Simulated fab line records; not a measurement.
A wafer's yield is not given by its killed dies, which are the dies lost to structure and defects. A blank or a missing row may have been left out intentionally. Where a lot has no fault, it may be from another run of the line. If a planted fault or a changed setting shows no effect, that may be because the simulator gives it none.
Matching of chambers | flow gf180mcu | hdpcvd-01 running GF_V5_CVD_00: 3 sister chambers
The step deposits SiO2, target thk 300 nm, time 50 s. 18 wafers are shown with their chamber, then 9 later ones without.

EACH WAFER AND ITS CHAMBER
wafer  | chamber | run_length_s (s) | susceptor_temp_C (C) | pressure_mtorr (mTorr)
L858.1 | 1       | 78.3             | 400.09               | 5.980
L858.2 | 0       | 79.3             | 399.91               | 6.000
L858.4 | 0       | 78.2             | 399.96               | 5.988
L859.1 | 1       | 78.1             | 399.59               | 6.012
L859.3 | 0       | 78.1             | 400.11               | 6.000
L859.4 | 2       | 77.9             | 400.11               | 6.017
L860.1 | 2       | 78.2             | 399.79               | 5.997
L860.2 | 1       | 78.0             | 399.83               | 5.987
L860.4 | 1       | 78.2             | 400.09               | 6.005
L861.3 | 0       | 78.4             | 399.60               | 6.015
L861.4 | 2       | 77.9             | 399.79               | 5.998
L861.5 | 0       | 78.4             | 399.63               | 6.007
L864.1 | 2       | 78.1             | 399.82               | 5.991
L864.2 | 0       | 78.3             | 399.88               | 5.983
L864.6 | 1       | 78.1             | 399.90               | 5.986
L874.1 | 0       | 78.6             | 399.87               | 5.988
L874.2 | 2       | 78.5             | 400.16               | 5.981
L874.5 | 0       | 79.1             | 399.94               | 5.990

SIGNATURES, as means of the wafers listed above
reading          | chamber 0 | chamber 1 | chamber 2 | scatter within a chamber
run_length_s     | 78.550    | 78.140    | 78.120    | 0.327
susceptor_temp_C | 399.8625  | 399.9000  | 399.9340  | 0.185
pressure_mtorr   | 5.99638   | 5.99400   | 5.99680   | 0.0124
Rule: for each reading, subtract the chamber's mean from the wafer's reading, divide by that reading's scatter and square the result; add these up over the readings and take the root, which gives the wafer's distance from the chamber. If the next closest chamber is less than 2 further off than the closest, the wafer can't be placed; otherwise it belongs to the closest. The scatter is the square root of a quotient: the sum, over the shown wafers, of each reading's squared deviation from its chamber's mean, divided by wafers minus chambers.

WAFERS WHOSE CHAMBER IS MISSING
wafer  | run_length_s (s) | susceptor_temp_C (C) | pressure_mtorr (mTorr)
L875.1 | 78.0             | 400.10               | 6.020
L875.5 | 78.1             | 399.83               | 5.984
L875.6 | 78.2             | 400.04               | 6.014
L876.1 | 78.1             | 400.11               | 5.996
L876.2 | 78.4             | 399.75               | 5.981
L876.5 | 78.4             | 399.83               | 5.985
L878.3 | 78.4             | 400.25               | 6.001
L878.4 | 78.6             | 400.00               | 6.002
L878.6 | 78.3             | 399.81               | 6.007

THE CHAMBER EACH PASSED THROUGH
wafer  | from the rows above          | in truth
L875.1 | can't be placed: 2 or 1 or 0 | 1
L875.5 | can't be placed: 1 or 2 or 0 | 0
L875.6 | can't be placed: 2 or 1 or 0 | 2
L876.1 | can't be placed: 2 or 1 or 0 | 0
L876.2 | can't be placed: 0 or 1 or 2 | 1
L876.5 | can't be placed: 0 or 1 or 2 | 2
L878.3 | can't be placed: 2 or 1 or 0 | 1
L878.4 | can't be placed: 0 or 2 or 1 | 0
L878.6 | can't be placed: 0 or 2 or 1 | 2
Correctly placed: 0 of 9. Not placeable from these rows: 9 (in 9, the candidates include the true chamber). 0 placed wrongly.
